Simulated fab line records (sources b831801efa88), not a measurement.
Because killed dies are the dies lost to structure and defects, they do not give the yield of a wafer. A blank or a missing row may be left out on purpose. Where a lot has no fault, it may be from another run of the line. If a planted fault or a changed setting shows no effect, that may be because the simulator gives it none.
What tool caused it? / flow sky130 / Sampling: 12 lots, 36 wafers, 3 of 708 route steps

## WHAT THE GAUGES READ, wafer by wafer
SKY_SPACER_THK_MEAS_01.
lot=L075; measured=day 23 19:13; on=film_metro-04; SPACER_CVD_00_THK (nm)=43.0 43.2 43.6
lot=L077; measured=day 24 06:13; on=film_metro-02; SPACER_CVD_00_THK (nm)=42.7 42.7 42.6
lot=L079; measured=day 25 01:06; on=film_metro-01; SPACER_CVD_00_THK (nm)=43.6 43.1 43.2
lot=L081; measured=day 25 12:08; on=film_metro-02; SPACER_CVD_00_THK (nm)=43.1 42.7 42.9
lot=L083; measured=day 26 00:58; on=film_metro-01; SPACER_CVD_00_THK (nm)=42.9 43.0 42.9
lot=L085; measured=day 26 19:43; on=film_metro-04; SPACER_CVD_00_THK (nm)=43.3 43.2 43.3
lot=L087; measured=day 27 12:53; on=film_metro-02; SPACER_CVD_00_THK (nm)=43.0 43.3 43.2
lot=L089; measured=day 28 00:41; on=film_metro-04; SPACER_CVD_00_THK (nm)=43.9 43.9 43.6
lot=L091; measured=day 29 00:50; on=film_metro-01; SPACER_CVD_00_THK (nm)=43.8 43.6 43.6
lot=L093; measured=day 29 13:47; on=film_metro-04; SPACER_CVD_00_THK (nm)=43.0 43.0 43.0
lot=L095; measured=day 30 06:45; on=film_metro-01; SPACER_CVD_00_THK (nm)=42.1 42.2 41.9
lot=L097; measured=day 30 20:20; on=film_metro-04; SPACER_CVD_00_THK (nm)=42.6 42.1 42.3

## WHAT TOOL EACH LOT RAN ON (gives the tool, then ch and the chambers of the sampled wafers, and finally the start)
lot=L075; SKY_DNWELL_STRIP_08=plasma_asher-02 ch 0,1, day 3 08:37; SKY_LDD_P_STRIP_10=plasma_asher-01 ch 0,1, day 19 20:13
lot=L077; SKY_DNWELL_STRIP_08=plasma_asher-02 ch 0,1, day 3 22:46; SKY_LDD_P_STRIP_10=plasma_asher-03 ch 0,1, day 20 08:25
lot=L079; SKY_DNWELL_STRIP_08=plasma_asher-02 ch 0,1, day 4 07:53; SKY_LDD_P_STRIP_10=plasma_asher-04 ch 1, day 21 02:30
lot=L081; SKY_DNWELL_STRIP_08=plasma_asher-04 ch 0,1, day 4 18:20; SKY_LDD_P_STRIP_10=plasma_asher-03 ch 0,1, day 21 14:51
lot=L083; SKY_DNWELL_STRIP_08=plasma_asher-04 ch 0,1, day 5 02:50; SKY_LDD_P_STRIP_10=plasma_asher-03 ch 1, day 22 05:14
lot=L085; SKY_DNWELL_STRIP_08=plasma_asher-02 ch 0,1, day 5 15:04; SKY_LDD_P_STRIP_10=plasma_asher-04 ch 0,1, day 23 01:01
lot=L087; SKY_DNWELL_STRIP_08=plasma_asher-01 ch 0,1, day 6 03:10; SKY_LDD_P_STRIP_10=plasma_asher-04 ch 0,1, day 23 18:36
lot=L089; SKY_DNWELL_STRIP_08=plasma_asher-02 ch 0,1, day 6 15:08; SKY_LDD_P_STRIP_10=plasma_asher-03 ch 1, day 24 07:56
lot=L091; SKY_DNWELL_STRIP_08=plasma_asher-02 ch 0,1, day 7 01:52; SKY_LDD_P_STRIP_10=plasma_asher-04 ch 0,1, day 25 05:16
lot=L093; SKY_DNWELL_STRIP_08=plasma_asher-04 ch 0,1, day 7 12:17; SKY_LDD_P_STRIP_10=plasma_asher-01 ch 0,1, day 25 19:38
lot=L095; SKY_DNWELL_STRIP_08=plasma_asher-04 ch 0,1, day 7 23:35; SKY_LDD_P_STRIP_10=plasma_asher-01 ch 0,1, day 26 14:30
lot=L097; SKY_DNWELL_STRIP_08=plasma_asher-04 ch 0,1, day 8 10:05; SKY_LDD_P_STRIP_10=plasma_asher-01 ch 0,1, day 27 04:34
- SKY_DNWELL_STRIP_08: strips in O2/N2.
- SKY_LDD_P_STRIP_10: strips in O2/N2.

## THE ANSWER, worked out from the rows above alone
Rule: the lots themselves supply what counts as usual. The widest of any qualifying gaps counts: lots, ordered by their means at a reading, are off when they make up no more than a third of the lots, leave a main group of 4 or more, and stand apart from it by 3 or more times the standard deviation of that group's means. If all means in a main group match to the digits the tables above print for the reading, that group is not used. Also off: a lot with no number at a reading for which 4 or more lots have one. All remaining lots with rows at the step are treated as sound.
Nothing can be told from this: no lot is off at any reading shown.

## WHAT THE SIMULATOR PUT IN
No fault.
